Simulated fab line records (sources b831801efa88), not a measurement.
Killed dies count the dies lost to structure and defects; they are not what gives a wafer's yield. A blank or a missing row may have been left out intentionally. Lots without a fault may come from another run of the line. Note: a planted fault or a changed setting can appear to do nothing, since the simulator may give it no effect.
Comparing a struck lot with a sound one ; flow gf180mcu ; 17 steps out of a route of 602
Sound: these wafers, L205.1, L205.4, L205.5. Struck: wafer L211.3 (L211.4, L211.5, from the same lot, were not struck and are left out); the cause is given at the end.
At each step with rows: each side's tool, then ch and its chambers, then its first start. Under that, the readings that differ: sound wafers ; struck wafers ; difference of the means ; sigmas: that difference in standard deviations of wafers without a fault.
alike: readings whose means differ by less than 2 such deviations, and words and numbers that are the same on both sides. not compared: withheld readings, readings that some wafer has no value for, bounds like >300 that may hide the same value, and numbers for which the record gives no deviation and whose values overlap.
A row with sigmas, a row that says differs or no value, or rows on one side alone: a step with any of these is where the two part. Numbers that have no deviation but don't overlap get no sigmas and don't part them. A reading missing from all wafers of one side parts the sides only when that side holds two or more wafers.

first, 3 steps without rows for these wafers: GF_V2_EXPOSE_11 (exposes mask Via2, target cd 260 nm); GF_V2_PEB_12 (peb time 90 s); GF_V2_DEVELOP_13 (develop time 60 s).
GF_V2_CD_MEAS_14: target cd 260 nm.
  sound on cd_sem-02, day 22 11:34; struck on cd_sem-02, day 24 10:44
  alike: cd_nm
GF_V2_OVL_MEAS_15:
  sound on overlay-02, day 22 11:41; struck on overlay-02, day 24 10:50
  alike: V2_OVL
GF_V2_ETCH_16: etches BARC in N2/H2.
  sound on rie_diel-02 ch 0,3, day 22 11:43; struck on rie_diel-03 ch 0, day 24 10:51
reading;sound;struck;difference;sigmas
h2_flow_sccm (sccm);199.1 199.6 199.2;201.1;+1.8;+3
  alike: chamber_pressure_mTorr, drypump_motor_current_A, oes_product_au, throttle_valve_pct
GF_V2_ETCH_17: etches SiO2 in C4F8/O2/Ar, stops on TiN, target depth 630 nm.
  sound on rie_diel-02 ch 0,3; struck on rie_diel-03 ch 0
reading;sound;struck;difference;sigmas
oes_product_au (a.u.);0.857 0.858 0.860;0.848;-0.010;-2
  alike: chamber_pressure_mTorr
GF_V2_STRIP_18: strips in O2/N2.
  sound on plasma_asher-04 ch 0,1, day 22 11:51; struck on plasma_asher-04 ch 0, day 24 11:01
  alike: chamber_pressure_mTorr, drypump_motor_current_A, heater_power_w, oes_product_au
  not compared: rf_hours_counter_h
then, 2 steps without rows for these wafers: GF_V2_STRIP_19 (strips in post etch residue remover, time 1200 s); GF_V2_CLEAN_20 (cleans in DIW).
GF_V2_SPUTTER_21: material Ti, target thk 15 nm, time 80.02 s.
  sound on pvd_sputter-04, day 22 12:23; struck on pvd_sputter-02, day 24 11:33
reading;sound;struck;difference;sigmas
throttle_valve_pct (%);30.9 30.6 30.1;28.1;-2.4;-3
GF_V2_SPUTTER_22: material TiN, target thk 10 nm, time 40 s.
  sound on pvd_sputter-04, day 22 12:27; struck on pvd_sputter-02, day 24 11:37
reading;sound;struck;difference;sigmas
throttle_valve_pct (%);31.2 30.9 29.8;27.8;-2.8;-3
GF_V2_CVD_23: deposits W, target thk 350 nm, time 104.94 s.
  sound on cvd_w-02 ch 0, day 22 12:29; struck on cvd_w-01 ch 1, day 24 11:41
reading;sound;struck;difference;sigmas
model.W_of_V2_CVD_23.thk_nm (nm);350.5 350.2 347.3;332.3;-17.0;
  alike: heater_power_w
  not compared: since_wet_clean_h
GF_V2_RS_MEAS_24: measurement is done with a four-point probe.
  sound on film_metro-02, day 22 12:36; struck on film_metro-01, day 24 11:48
reading;sound;struck;difference;sigmas
V2_W_RS (ohm/sq);0.3263 0.3273 0.3297;0.3452;+0.0174;+6
GF_V2_THK_MEAS_25: measures by xrf.
  sound on film_metro-02, day 22 12:43; struck on film_metro-01, day 24 11:54
reading;sound;struck;difference;sigmas
V2_W_THK (nm);346 348 345;330;-16;-5
then, 2 steps without rows for these wafers: GF_V2_CMP_26 (polishes, stops on SiO2, t overpolish 15 s, target thk 0 nm); GF_PASSIVATION_PROBE_99.

WHERE THEY PART
Last at GF_V2_THK_MEAS_25 as far as this record goes, first at GF_V2_ETCH_16.

WHY: whatever the simulator had introduced
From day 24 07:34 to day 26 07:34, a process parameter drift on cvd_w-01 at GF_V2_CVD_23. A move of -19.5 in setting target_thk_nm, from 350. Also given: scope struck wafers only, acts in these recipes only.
